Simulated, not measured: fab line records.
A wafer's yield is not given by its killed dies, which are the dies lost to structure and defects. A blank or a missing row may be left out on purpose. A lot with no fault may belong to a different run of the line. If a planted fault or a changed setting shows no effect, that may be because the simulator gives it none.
Which tool was responsible? ; flow gf180mcu ; 14 lots, 42 wafers sampled, at 3 steps of a route of 602

== WHAT EACH GAUGE READ, for each wafer ==
GF_SAB_THK_MEAS_01.
lot;measured;on;SAB_CVD_00_THK (nm)
L313;day 14 12:12;filmMetro-02;49.9 49.6 50.2
L314;day 15 02:26;filmMetro-04;49.6 50.4 50.8
L315;day 15 08:54;filmMetro-04;49.9 50.1 50.8
L316;day 15 21:46;filmMetro-04;49.5 50.5 50.4
L317;day 16 00:00;filmMetro-03;49.2 48.2 49.7
L318;day 16 10:53;filmMetro-04;49.7 50.6 49.9
L319;day 16 12:58;filmMetro-03;50.1 49.4 50.9
L321;day 17 15:29;filmMetro-03;49.2 50.0 51.1
L323;day 18 04:43;filmMetro-02;49.0 49.8 49.4
L324;day 18 12:50;filmMetro-04;48.4 48.7 50.2
L327;day 19 17:04;filmMetro-04;49.5 49.6 49.6
L330;day 20 18:11;filmMetro-03;50.4 49.8 50.3
L332;day 21 10:20;filmMetro-04;49.3 50.7 49.5
L334;day 21 23:43;filmMetro-03;50.4 51.2 51.3

GF_CONTACT_THK_MEAS_26: measures by xrf.
lot;measured;on;CONTACT_W_THK (nm)
L313;day 16 09:55;filmMetro-01;285 285 285
L314;day 17 00:43;filmMetro-02;280 284 278
L315;day 17 07:27;filmMetro-01;286 284 287
L316;day 17 21:21;filmMetro-01;286 287 285
L317;day 17 23:56;filmMetro-02;282 279 280
L318;day 18 10:59;filmMetro-01;290 287 289
L319;day 18 14:01;filmMetro-02;278 277 279
L321;day 19 17:52;filmMetro-01;287 284 282
L323;day 20 08:16;filmMetro-02;283 283 281
L324;day 20 16:11;filmMetro-03;286 289 288
L327;day 21 19:17;filmMetro-01;286 290 288
L330;day 22 19:04;filmMetro-03;286 281 283
L332;day 23 12:17;filmMetro-01;286 286 286
L334;day 23 23:48;filmMetro-03;292 288 291

== WHAT TOOL EACH LOT RAN ON (gives the tool, then ch and the chambers of the sampled wafers, and finally the start) ==
lot;GF_CONTACT_DEVELOP_13
L313;lithoTrack-04 ch 0, day 16 08:52
L314;lithoTrack-02 ch 0, day 16 23:39
L315;lithoTrack-02 ch 0, day 17 06:18
L316;lithoTrack-04 ch 0, day 17 20:11
L317;lithoTrack-02 ch 0, day 17 22:51
L318;lithoTrack-02 ch 0, day 18 09:55
L319;lithoTrack-04 ch 0, day 18 12:52
L321;lithoTrack-02 ch 0, day 19 16:48
L323;lithoTrack-03 ch 0, day 20 07:10
L324;lithoTrack-04 ch 0, day 20 15:07
L327;lithoTrack-03 ch 0, day 21 18:11
L330;lithoTrack-04 ch 0, day 22 17:59
L332;lithoTrack-04 ch 0, day 23 11:14
L334;lithoTrack-03 ch 0, day 23 22:43
- GF_CONTACT_DEVELOP_13: develop time 60 s.

== AS READ BY THE TOOLS THEMSELVES (means over the sampled wafers that have a number; for cases with no such wafer, the mark the record gives instead) ==
GF_CONTACT_DEVELOP_13.
lot;tool;chillPlateTempC (C);developerTempC (C)
L313;lithoTrack-04;23.12;20.91
L314;lithoTrack-02;22.94;21.06
L315;lithoTrack-02;23.00;21.00
L316;lithoTrack-04;23.00;20.92
L317;lithoTrack-02;23.08;20.96
L318;lithoTrack-02;22.86;20.95
L319;lithoTrack-04;23.03;20.97
L321;lithoTrack-02;22.97;20.94
L323;lithoTrack-03;22.93;21.00
L324;lithoTrack-04;22.95;20.92
L327;lithoTrack-03;22.96;21.10
L330;lithoTrack-04;23.08;23.00
L332;lithoTrack-04;22.88;23.05
L334;lithoTrack-03;23.07;21.09

== THE ANSWER, worked out from the rows above alone ==
Rule: the lots themselves supply what counts as usual. The widest of any qualifying gaps counts: lots, ordered by their means at a reading, are off when they make up no more than a third of the lots, leave a main group of 4 or more, and stand apart from it by 3 or more times the standard deviation of that group's means. A main group whose means are all the same, to the digits that the tables above print for the reading, isn't used. A lot without any number at a reading at which 4 lots or more have one is off too. The other lots that the step has rows for count as sound. The gauges are gone through in route order, then the tools' own readings, and for those a lot's mean is taken as printed above. The first step at which some lot is off is used, and at that step the reading that is off furthest; a lot without a number counts as furthest.
Off at GF_CONTACT_DEVELOP_13 (developerTempC): L330, L332. The main group has a mean of 20.98 C with a standard deviation of 0.064.
If a tool, at that step or one of the process steps before it, ran each lot that is off and ran no sound lot following the first of them, it fits. One fits: GF_CONTACT_DEVELOP_13 on lithoTrack-04. A fault onset in the window from L324 (day 20 15:07, its last sound lot) to L330 (day 22 17:59, its first lot off) fits.
The tool's own readings at GF_CONTACT_DEVELOP_13 bear it out: on the lots that are off they differ by more than 5 times the standard deviation of the sound lots' means. developerTempC reads 23.02 C there against 20.98 C on the sound lots.

== WHAT HAD BEEN PUT IN BY THE SIMULATOR ==
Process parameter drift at GF_CONTACT_DEVELOP_13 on lithoTrack-04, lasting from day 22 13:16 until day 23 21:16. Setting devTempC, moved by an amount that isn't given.
Struck lots among those shown: L330, L332. The rule above reached the same finding.
